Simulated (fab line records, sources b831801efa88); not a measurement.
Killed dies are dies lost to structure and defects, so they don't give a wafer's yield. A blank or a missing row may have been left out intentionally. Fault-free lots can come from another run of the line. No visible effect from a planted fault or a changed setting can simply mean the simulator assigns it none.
Problem report, 8D (eight disciplines) form, completed by code | flow sky130 | the parts of the form that need people (team, actions taken, sign-off) are left out

## 1. THE PROBLEM
Wafers without a fault read 19.999, standard deviation 0.0064; beam energy keV at SKY_LDD_N_IMPLANT_11 reads a mean of 18.397 on 6 wafers belonging to 2 lots. That is -99 or more standard deviations from the usual mean.
The first sign was on wafer L365.1 at day 22 21:08, on implanter-04. Wafers with a number at this step in the record: 39, from 13 lots. The rule behind "out" and "out of limits": a value lying over 4 standard deviations away from the usual mean. The rest of the wafers with a number are treated as sound.

## 2. WHAT IT IS AND WHAT IT IS NOT
question                    | is                     | is not
which readings at this step | beam energy keV        | -
which lots                  | L365, L367             | L353, L354, L355, L358, L359, L360, L364, L370, L371, L374, L375
which wafers of those lots  | all that have a number | -
read on which tools         | implanter-04           | implanter-01, implanter-03
when                        | from day 22 21:08      | up to then (21 sound wafers); but 12 sound wafers of L370, L371, L374, L375 came after

## 3. THE SUSPECTS, EACH WITH WHAT RULES IT OUT
Counting: a tool stays on the suspect list if, at a process step up to the reading, it processed all lots that are out and no sound lot following the first of them.
- implanter-04 at SKY_LDD_N_IMPLANT_11: kept. Every lot that is out went through it, starting with L365 (day 22 21:08), and after that it ran no sound lot; the last sound lot it ran before then is L364 (day 22 19:58). Its own readings are out on those wafers: beam energy keV.
The count leaves implanter-04 at SKY_LDD_N_IMPLANT_11.

## 4. THE CAUSE (what the simulator had put in)
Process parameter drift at SKY_LDD_N_IMPLANT_11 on implanter-04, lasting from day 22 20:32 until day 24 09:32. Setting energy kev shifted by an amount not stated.
After counting, this tool was the only one left.

## 5. THE CHAIN OF EFFECTS, in route order
Each row: a reading where the mean over the struck wafers with a number is more than 3 standard deviations away from the usual. Readings are gone through only where the record gives a usual standard deviation; hours: the median, over the lots, of the time from a lot's start at the first step in this table giving one to that lot's start at this step; sigmas: the change measured in usual standard deviations.
hours | step                 | reading         | usual  | on struck wafers | change | sigmas
0     | SKY_LDD_N_IMPLANT_11 | beam energy keV | 19.999 | 18.397           | -1.602 | -99 or more
The process steps in it:
- SKY_LDD_N_IMPLANT_11
At these later measuring or inspecting steps, every struck wafer for which the step has a row has a number for every such reading, and none has moved that far: SKY_VIA1_BOW_MEAS_03, SKY_METAL2_RS_MEAS_05.

## 6. WHAT WOULD HAVE CAUGHT IT SOONER
In this record the first reading out of limits was taken at day 22 21:08, 1 hour after the fault began at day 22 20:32.
